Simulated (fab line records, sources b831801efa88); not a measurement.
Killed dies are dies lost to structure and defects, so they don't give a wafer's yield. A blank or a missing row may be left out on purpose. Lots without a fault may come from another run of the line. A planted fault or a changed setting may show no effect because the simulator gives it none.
Which tool did it? | flow sky130 | 7 lots, 21 wafers sampled, at 4 steps of a route of 708

WHAT THE GAUGES READ, wafer by wafer
SKY_METAL2_RS_MEAS_05: measures by four-point-probe.
lot  | measured     | on            | METAL2_ALCU_RS (ohm/sq)
L993 | day 34 18:55 | film_metro-02 | 0.1278 0.1250 0.1288
L997 | day 36 02:52 | film_metro-01 | 0.1275 0.1277 0.1264
L999 | day 36 19:22 | film_metro-01 | 0.1286 0.1291 0.1302
L107 | day 38 22:35 | film_metro-02 | 0.0787 0.0780 0.1284
L110 | day 40 06:07 | film_metro-04 | 0.1262 0.1268 0.1252
L112 | day 40 12:04 | film_metro-02 | 0.1294 0.1269 0.1279
L114 | day 41 04:46 | film_metro-02 | 0.1272 0.1276 0.1253

WHICH TOOL RAN EACH LOT (tool, then ch and the chambers of the sampled wafers, then the start)
lot  | SKY_METAL1_DESCUM_17              | SKY_METAL1_ETCH_18                | SKY_METAL2_SPUTTER_02
L993 | rie_metal-03 ch 0,1, day 33 13:50 | rie_metal-03 ch 0,1, day 33 13:52 | pvd_sputter-01, day 34 18:47
L997 | rie_metal-03 ch 0,1, day 34 21:32 | rie_metal-03 ch 0,1, day 34 21:35 | pvd_sputter-02, day 36 02:44
L999 | rie_metal-01 ch 0,1, day 35 14:16 | rie_metal-01 ch 0,1, day 35 14:18 | pvd_sputter-01, day 36 19:16
L107 | rie_metal-03 ch 0,1, day 37 18:31 | rie_metal-03 ch 0,1, day 37 18:33 | pvd_sputter-03, day 38 22:30
L110 | rie_metal-03 ch 0,1, day 39 01:40 | rie_metal-03 ch 0,1, day 39 01:41 | pvd_sputter-02, day 40 06:01
L112 | rie_metal-01 ch 0,1, day 39 08:58 | rie_metal-01 ch 0,1, day 39 09:01 | pvd_sputter-02, day 40 11:55
L114 | rie_metal-02 ch 0,1, day 40 01:28 | rie_metal-02 ch 0,1, day 40 01:29 | pvd_sputter-02, day 41 04:40
- SKY_METAL1_DESCUM_17: chemistry O2, time 8 s.
- SKY_METAL1_ETCH_18: etches BARC in N2/H2, stops on SiO2, time 45.9 s, target depth 60 nm.
- SKY_METAL2_SPUTTER_02: material AlCu, target thk 250 nm, time 13.3 s.

THE ANSWER, worked out from the rows above alone
Rule: what is usual is taken from the lots themselves. Put in order of their means at a reading, lots are off if they are a third of the lots or fewer, leave a main group of 4 or more, and stand apart from it by a gap of 3 or more times the standard deviation of the main group's means; of several such gaps the widest counts. A main group whose means are all the same, to the digits that the tables above print for the reading, isn't used. A lot without any number at a reading at which 4 lots or more have one is off too. The other lots that the step has rows for count as sound.
Off: L107, at SKY_METAL2_RS_MEAS_05 (METAL2_ALCU_RS). The main group: mean 0.1274 ohm/sq, standard deviation 0.001.
A tool fits if, at a process step before that reading, it ran every lot that is off, and no sound lot after the first of them. The gauges at SKY_METAL2_RS_MEAS_05 are tried like those tools. One fits: pvd_sputter-03 at SKY_METAL2_SPUTTER_02. It ran no sound lot before its first lot that is off in this sample, so the start can't be narrowed down.

WHAT THE SIMULATOR HAD PUT IN
Process parameter drift: pvd_sputter-03, from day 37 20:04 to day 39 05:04, at SKY_METAL2_SPUTTER_02. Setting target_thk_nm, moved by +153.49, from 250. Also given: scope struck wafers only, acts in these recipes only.
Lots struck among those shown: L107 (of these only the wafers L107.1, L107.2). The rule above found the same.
